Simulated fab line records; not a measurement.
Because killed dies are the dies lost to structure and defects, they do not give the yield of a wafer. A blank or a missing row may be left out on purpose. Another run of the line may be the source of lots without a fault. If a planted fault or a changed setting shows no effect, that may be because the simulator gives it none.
fab line records ; flow sky130
record lots=6; wafers=18; last-day=48
route steps=708 shown FIELD_ISO@21 NWELL@32 DNWELL@35
lots that met no fault: taken from a fault-free run of the same line
start-h: hours from the record's opening day to when the first of the lot's shown wafers began ; wait-h: time in hours since the lot's previous step ; " repeats the value in the row above ; L1.1+2: a single row standing in for several wafers ; - value missing, or start not given ; * or withheld: withheld ; < > ~ a bound
route shown NAME@n: names a module that has steps shown in the file, with the first one's number in the route ; usual: mean/standard deviation taken from wafers without a fault ; same: alike in all rows ; chamber/n: place in a boat ; sites: the reading at each site ; _std_site: standard deviation of those values ; _edge_site: outer sites' mean less inner sites' ; radius-mm: for every site, how far away it sits from the centre of the wafer ; mask NAME#n: copy n ; behind: tool/chamber where the wafer was last shaped ; hold: why the lot went on hold/how many hours it stayed there/how the hold came to an end ; device: whichever transistor did not switch (one of n, p or np) ; end of line: the route-end tests of the same wafers ; a step with no rows: only its recipe ; killed: at the first sort, the dies lost to defects and structure; wafer yield is something else ; map: per-die view of a wafer (x killed, . not killed, _ where there is no die)
set.NAME: the setting as run; set.NAME@STEP: as run at that earlier step ; model.NAME: the simulator's own value behind a step, which no gauge read
a table for each step, a row for each wafer; lots at some steps of the route
services: when a tool's chamber went out of use (start-h, in hours from the record's first day, below 0 if earlier), for how many hours, and the reason
## steps
# step SKY_FIELD_ISO_CLEAN_20
# recipe chemistry=dHF; time-s=20; dilution=100:1
# step SKY_FIELD_ISO_WET_ETCH_21
# recipe chemistry=dHF; dilution=100:1; target-depth-nm=20; dry=ipa-marangoni; target=SiO2; temp-c=25; time-s=400
# step SKY_FIELD_ISO_OXIDATION_22
# recipe temp-c=943.3; ambient=O2; stabilise-s=600; purge-s=300; target-thk-a=100; ox-time-s=623
# step SKY_FIELD_ISO_THK_MEAS_23
# recipe reads=SiO2_of_FIELD_ISO_OXIDATION_22
# usual FIELD_ISO_OXIDATION_01_THK=9.07/0.17
lot.wafer;tool;chamber;start-h;wait-h;FIELD_ISO_OXIDATION_01_THK[nm]
L299.2;film-metro-03;-;48.51;0.0;8.92
L299.4;film-metro-03;-;48.51;0.0;9.12
L299.6;film-metro-03;-;48.51;0.0;9.01
L301.2;film-metro-03;-;61.06;0.0;9.04
L301.4;film-metro-03;-;61.06;0.0;8.96
L301.6;film-metro-03;-;61.06;0.0;9.12
L306.4;film-metro-01;-;86.27;0.0;8.93
L306.5;film-metro-01;-;86.27;0.0;8.84
L306.6;film-metro-01;-;86.27;0.0;8.80
L308.1;film-metro-01;-;95.02;0.0;8.88
L308.4;film-metro-01;-;95.02;0.0;9.10
L308.5;film-metro-01;-;95.02;0.0;8.82
L310.1;film-metro-04;-;107.63;0.0;8.96
L310.4;film-metro-04;-;107.63;0.0;9.23
L310.6;film-metro-04;-;107.63;0.0;9.03
L311.2;film-metro-03;-;107.64;0.0;8.93
L311.4;film-metro-03;-;107.64;0.0;8.96
L311.5;film-metro-03;-;107.64;0.0;8.96
# step SKY_FIELD_ISO_CVD_24
# recipe material=SiO2; target-thk-nm=595; temp-c=650; sigma-open-frac=0.3; time-s=99.2; sih4-flow-sccm=60; pressure-mtorr=6
# step SKY_FIELD_ISO_THK_MEAS_25
# recipe reads=SiO2_of_FIELD_ISO_CVD_24
# usual FIELD_ISO_CVD_24_THK=592/6.4
lot.wafer;tool;chamber;start-h;wait-h;FIELD_ISO_CVD_24_THK[nm]
L299.2;film-metro-04;-;48.70;0.0;594
L299.4;film-metro-04;-;48.70;0.0;590
L299.6;film-metro-04;-;48.70;0.0;586
L301.2;film-metro-03;-;61.19;0.0;595
L301.4;film-metro-03;-;61.19;0.0;600
L301.6;film-metro-03;-;61.19;0.0;597
L306.4;film-metro-04;-;86.40;0.0;594
L306.5;film-metro-04;-;86.40;0.0;589
L306.6;film-metro-04;-;86.40;0.0;593
L308.1;film-metro-03;-;95.15;0.0;604
L308.4;film-metro-03;-;95.15;0.0;601
L308.5;film-metro-03;-;95.15;0.0;605
L310.1;film-metro-01;-;107.76;0.0;597
L310.4;film-metro-01;-;107.76;0.0;593
L310.6;film-metro-01;-;107.76;0.0;591
L311.2;film-metro-03;-;107.77;0.0;589
L311.4;film-metro-03;-;107.77;0.0;586
L311.5;film-metro-03;-;107.77;0.0;589
# step SKY_FIELD_ISO_ANNEAL_26
# recipe temp-c=1000; time-s=1800; ambient=N2
# step SKY_FIELD_ISO_CMP_27
# recipe stop-on=Si3N4; t-overpolish-s=16; down-force-psi=4; platen-rpm=60; target-thk-nm=457.8; pad-velocity-m-s=0.94248
# usual motor-current-A=12.4/1.1; overpolish-run-s=16.002/0.01; platen-rpm=60.00/0.039; retaining-ring-pressure-frac=1.000/0.0045; time-to-endpoint-s=110/3.6
lot.wafer;tool;chamber;start-h;wait-h;motor-current-A;overpolish-run-s;platen-rpm;retaining-ring-pressure-frac;time-to-endpoint-s
L299.2;cmp-02;1;55.87;0.1;11.0;16.003;60.01;1.006;111
L299.4;cmp-02;2;55.87;0.1;12.4;15.998;60.02;1.002;108
L299.6;cmp-02;3;55.87;0.1;10.8;15.998;59.95;0.998;110
L301.2;cmp-01;3;69.80;0.1;12.6;16.006;60.06;1.003;115
L301.4;cmp-01;0;69.80;0.1;11.7;15.995;59.98;1.003;115
L301.6;cmp-01;2;69.80;0.1;12.6;16.003;60.01;0.989;111
L306.4;cmp-01;0;89.06;0.1;11.5;16.007;59.92;1.000;112
L306.5;cmp-01;1;89.06;0.1;14.0;15.995;60.01;1.001;112
L306.6;cmp-01;2;89.06;0.1;12.4;16.000;60.06;0.996;113
L308.4;cmp-02;1;98.42;0.1;11.0;16.007;59.95;0.999;117
L308.1;cmp-02;3;98.42;0.1;10.9;15.996;60.00;1.001;115
L308.5;cmp-02;0;98.42;0.1;14.1;15.991;60.02;1.001;117
L310.1;cmp-02;0;110.58;0.1;14.4;15.985;60.03;1.004;111
L310.4;cmp-02;2;110.58;0.1;12.2;16.005;60.02;1.001;113
L310.6;cmp-02;0;110.58;0.1;13.9;16.017;60.06;1.003;106
L311.4;cmp-01;2;110.58;0.1;12.6;15.986;60.00;0.992;109
L311.2;cmp-01;3;110.58;0.1;13.3;16.011;60.05;0.994;113
L311.5;cmp-01;1;110.58;0.1;13.8;15.994;59.97;0.995;111
# step SKY_FIELD_ISO_WET_ETCH_28
# recipe chemistry=dHF; target-depth-nm=23.7; target=SiO2; dilution=10:1; temp-c=25; time-s=47
# step SKY_FIELD_ISO_WET_ETCH_29
# recipe chemistry=H3PO4; target-depth-nm=160; target=Si3N4; temp-c=160; time-s=1825
# step SKY_FIELD_ISO_WET_ETCH_30
# recipe chemistry=dHF; target-depth-nm=25; target=SiO2; dilution=10:1; temp-c=25; time-s=50
# step SKY_NWELL_CLEAN_00
# recipe chemistry=SC1/SC2; mix=1:4:20; temp-c=70; time-s=150; dry=n2-spin
# step SKY_NWELL_OXIDATION_01
# recipe temp-c=900; ambient=O2; stabilise-s=600; purge-s=300; target-thk-a=100; ox-time-s=1418
# usual ox-temp-c=900.0/0.39; ox-temp-c-max=905.3/1.7
lot.wafer;tool;chamber;start-h;wait-h;ox-temp-c;ox-temp-c-max
L299.2;furnace-01;0;63.99;7.3;900.5;906.5
L299.4;furnace-01;0;63.99;7.3;900.0;905.6
L299.6;furnace-01;0;63.99;7.3;900.3;908.1
L301.2;furnace-01;0;73.94;3.3;900.8;906.9
L301.4;furnace-01;0;73.94;3.3;900.4;907.3
L301.6;furnace-01;0;73.94;3.3;900.2;907.4
L306.4;furnace-02;0;90.92;1.1;900.2;903.2
L306.5;furnace-02;0;90.92;1.1;899.6;902.8
L306.6;furnace-02;0;90.92;1.1;900.0;904.2
L308.1;furnace-02;0;101.08;1.7;899.9;903.7
L308.4;furnace-02;0;101.08;1.7;900.4;904.3
L308.5;furnace-02;0;101.08;1.7;899.9;903.6
L310.1;furnace-01;-;111.93;0.5;-;-
L310.4;furnace-01;-;111.93;0.5;-;-
L310.6;furnace-01;-;111.93;0.5;-;-
L311.2;furnace-01;-;111.93;0.5;-;-
L311.4;furnace-01;-;111.93;0.5;-;-
L311.5;furnace-01;-;111.93;0.5;-;-
# step SKY_DNWELL_DEHYDRATE_00
# recipe temp-c=200; time-s=60
## services
tool;chamber;start-h;hours;kind
furnace-02;-;39.66;29.1;pm
cmp-02;-;48.43;1.6;repair
cmp-01;-;64.16;4.0;pm
cmp-01;-;68.16;-;consumable-replace:conditioner
cmp-01;-;68.16;-;consumable-replace:pad
cmp-01;-;97.92;4.9;repair
furnace-01;-;99.44;4.0;pm
cmp-02;-;100.45;1.1;repair
furnace-02;-;103.72;3.8;pm
## key
first-sign step=SKY_NWELL_OXIDATION_01; reading=tool-record; direction=missing
effect none on later readings
met-at SKY_NWELL_OXIDATION_01
struck-wafers L310.1,L310.4,L310.6,L311.2,L311.4,L311.5
later-rows-left-out L310.1,L310.4,L310.6,L311.2,L311.4,L311.5
sort-left-out L310.1,L310.4,L310.6,L311.2,L311.4,L311.5
tester-left-out L310,L311
onset-between 73.94 111.93
fault kind=skipped-step-whole; tool=furnace-01; chamber=-; onset-h=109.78; steps=SKY_NWELL_OXIDATION_01; scope=struck-lots-only
# tester-left-out: of these lots the tester's yield and bins aren't shown, on N5 and GAA mostly nor the transistor test; their killed dies are dies lost to structure and defects alone, not to doping, threshold or leakage, so they don't give the yield
# sort-left-out: the simulated sort isn't trusted on such a fault, so these wafers' sort isn't shown, and their yield isn't known
# later-rows-left-out: the simulator's readings of these wafers behind a module that went badly wrong aren't trusted and aren't shown, but for the sort
